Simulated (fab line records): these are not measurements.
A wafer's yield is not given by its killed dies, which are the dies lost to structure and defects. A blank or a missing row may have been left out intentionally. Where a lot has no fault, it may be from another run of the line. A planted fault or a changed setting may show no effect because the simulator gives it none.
Code-filled problem report in 8D (eight disciplines) form	flow sky130	the parts of the form that need people (team, actions taken, sign-off) are left out

## 1. WHAT WENT WRONG
Mean NWELL_TW at SKY_NWELL_TW_MEAS_15: 1696 over 6 wafers in 2 lots; fault-free wafers: 1828, standard deviation 16. That puts it -8.2 standard deviations away from the usual mean.
Seen first at day 5 08:03 on filmMetro-03, wafer L166.2. Wafers with a number at this step in the record: 33, from 11 lots. Rule for "out", or "out of limits": more than 4 standard deviations from the usual mean. The other wafers with a number count as sound.

## 2. WHAT THIS IS AND IS NOT
question	is	is not
which readings at this step	NWELL_TW	-
which lots	L166, L169	L163, L164, L175, L176, L178, L182, L184, L185, L186
which wafers of those lots	all that have a number	-
read on which gauges	filmMetro-02, filmMetro-03	filmMetro-01
when	from day 5 08:03	up to then (6 sound wafers); but 21 sound wafers of L175, L176, L178, L182, L184, L185, L186 came after

## 3. SUSPECTS, AND WHAT RULES EACH OUT
Counting: any tool at a process step up to the reading is kept as a suspect provided that every lot that is out went through it and no sound lot did after the first of them.
- the gauge at SKY_NWELL_TW_MEAS_15 is ruled out. The wafers that are out were read on 2 gauges (filmMetro-02, filmMetro-03).
- plasmaAsher-01 at SKY_PWDE_STRIP_09 (strips in O2/N2): ruled out as a lasting fault. After its first lot that is out, L166 (day 4 13:41), sound lots L175, L176 ran on it.
- implanter-02 at SKY_NWELL_IMPLANT_11: kept. Every lot that is out went through it, starting with L166 (day 5 07:31), and after that it ran no sound lot; the last sound lot it ran before then is L164 (day 4 23:41). Its own beamOnS, faradayCurrentUA readings are out on those wafers.
Left after counting: implanter-02 at SKY_NWELL_IMPLANT_11.

## 4. THE CAUSE (what the simulator had put in)
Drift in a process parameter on implanter-02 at SKY_NWELL_IMPLANT_11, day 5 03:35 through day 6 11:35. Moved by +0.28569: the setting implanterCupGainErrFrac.
The count eliminated every tool but this one.

## 5. THE CHAIN OF EFFECTS, in route order
One row per reading whose mean, taken over the struck wafers that have a number, lies over 3 standard deviations from the usual. Scope: only readings with a usual standard deviation given in the record; hours: median across lots of the time from each lot's start at the first step in this table that gives one to its start at this step; sigmas: change in usual standard deviations.
hours	step	reading	usual	on struck wafers	change	sigmas
0	SKY_NWELL_IMPLANT_11	beamOnS	9.98 s	7.78	-2.20	-10
0	SKY_NWELL_IMPLANT_11	faradayCurrentUA	107.3	137.8	+30.5	+13
1	SKY_NWELL_TW_MEAS_15	NWELL_TW	1828	1696	-132	-8.2
19	SKY_NWELL_RS_MEAS_29	NWELL_RS	625.2 ohm/sq	716.6	+91.4	+54
The process steps in it:
- SKY_NWELL_IMPLANT_11
At these later measuring or inspecting steps, every struck wafer for which the step has a row has a number for every such reading, and none has moved that far: SKY_NWELL_OVL_MEAS_23.

## 6. HOW IT WOULD HAVE BEEN CAUGHT EARLIER
Counted from the fault's start at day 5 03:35, it took 4 hours until the first out-of-limits reading at a measuring or inspecting step in this record, taken at day 5 08:03.
At SKY_NWELL_IMPLANT_11, the tool's own readings (beamOnS, faradayCurrentUA) were out on each struck wafer the step has a row for, so an alarm limit on them would have fired on the first such wafer.
L169, from the lots that are out (2), started SKY_NWELL_IMPLANT_11 on implanter-02 later than day 5 08:03. A hold on the tool at that time would have spared it.
